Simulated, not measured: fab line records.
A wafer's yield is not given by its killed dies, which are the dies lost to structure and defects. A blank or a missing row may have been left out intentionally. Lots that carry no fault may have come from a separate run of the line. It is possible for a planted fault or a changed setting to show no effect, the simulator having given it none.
8D (eight disciplines) problem report, filled in by code :: flow gf180mcu :: the parts of the form that need people (team, actions taken, sign-off) are left out

## 1. WHAT WENT WRONG
dose_ions_cm2 at GF_HV_LDD_IMPLANT_35 reads a mean of 7.903e+12 on 6 wafers of 2 lots; wafers without a fault read 7.502e+12 with a standard deviation of 8.1e+09. That puts it +49 standard deviations away from the usual mean.
First observed at day 16 15:12: wafer L894.2, on implanter-02. The record has a number at this step for 18 wafers belonging to 6 lots. Rule for "out", or "out of limits": more than 4 standard deviations from the usual mean. The other wafers with a number count as sound.

## 2. WHAT IT IS, WHAT IT ISN'T
question: which readings at this step
is: dose_ions_cm2
is not: rotation_deg

question: which lots
is: L894, L895
is not: L884, L888, L893, L900

question: which wafers of those lots
is: all that have a number
is not: -

question: read on which tools
is: implanter-02
is not: implanter-01, implanter-03

question: when
is: from day 16 15:12
is not: up to then (9 sound wafers); but 3 sound wafers of L900 came after

## 3. THE SUSPECTS, EACH WITH WHAT RULES IT OUT
Counting: a tool at any process step up to the reading remains a suspect when it ran all the lots that are out and ran no sound lot after the first of those.
- implanter-02 at GF_HV_LDD_IMPLANT_35: kept. It ran every lot that is out, first L894 (day 16 15:12), and no sound lot after that; its last sound lot up to then is L884 (day 13 02:13). Its own dose_ions_cm2 readings are out on those wafers.
Remaining after the count: implanter-02 at GF_HV_LDD_IMPLANT_35.

## 4. THE CAUSE (what the simulator had put in)
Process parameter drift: implanter-02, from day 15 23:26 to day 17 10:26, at GF_HV_LDD_IMPLANT_35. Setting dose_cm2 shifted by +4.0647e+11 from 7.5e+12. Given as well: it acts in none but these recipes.
Only this tool survived the counting.

## 5. THE EFFECT CHAIN, in route order
Each row: a reading whose mean over the struck wafers that have a number lies more than 3 standard deviations from the usual. Only readings for which the record gives a usual standard deviation are gone through. hours: the time from each lot's start at the first step in this table that gives one to its start at this step, as a median over the lots. sigmas: the change in usual standard deviations.
hours: 0
step: GF_HV_LDD_IMPLANT_35
reading: dose_ions_cm2
usual: 7.502e+12
on struck wafers: 7.903e+12
change: +4.007e+11
sigmas: +49
It contains these process steps:
- GF_HV_LDD_IMPLANT_35

## 6. HOW IT WOULD HAVE BEEN CAUGHT EARLIER
In this record the first reading out of limits was taken at day 16 15:12, 16 hours after the fault began at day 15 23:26.
